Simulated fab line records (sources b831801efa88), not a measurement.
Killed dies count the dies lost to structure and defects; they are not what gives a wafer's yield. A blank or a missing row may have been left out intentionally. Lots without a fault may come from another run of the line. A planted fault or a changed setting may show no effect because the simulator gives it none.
Chamber matching	flow gf180mcu	cmp-01 running GF_V4_CMP_26: 4 sister chambers
The step polishes, stops on SiO2, t overpolish 15 s, target thk 0 nm. 4 wafers are shown with their chamber, then 9 later ones without.

## EACH WAFER AND ITS CHAMBER
wafer	chamber	motor current A (A)
L294.6	0	11.4
L295.3	3	11.4
L295.5	1	10.7
L295.6	2	11.0

## WAFERS MISSING THEIR CHAMBER
wafer	motor current A (A)
L298.1	10.3
L298.3	10.9
L298.4	11.3
L301.4	11.0
L301.5	11.5
L301.6	11.5
L302.2	11.2
L302.4	11.0
L302.5	11.0

## WHICH CHAMBER EACH WENT THROUGH
wafer	from the rows above	in truth
L298.1	can't be placed: 1 or 2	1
L298.3	can't be placed: 2 or 1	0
L298.4	can't be placed: 0 or 3 or 2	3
L301.4	can't be placed: 2 or 1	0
L301.5	can't be placed: 0 or 3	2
L301.6	can't be placed: 0 or 3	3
L302.2	can't be placed: 2 or 0 or 3 or 1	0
L302.4	can't be placed: 2 or 1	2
L302.5	can't be placed: 2 or 1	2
Placed correctly: 0 of 9. Not placeable from these rows: 9 (in 6, the candidates include the true chamber). Placed wrongly: 0.
How it was worked out, from the rows above alone: a wafer's distance from a chamber is the root of the sum, over the readings, of the square of ((its reading less the chamber's mean) divided by the reading's scatter). If the next closest chamber is less than 2 further off than the closest, the wafer can't be placed; otherwise it belongs to the closest. The mean given for a chamber averages the wafers shown for that chamber. The scatter: with one shown wafer a chamber, the root of the mean of the squares of how far each hidden wafer lies from its nearest shown one.
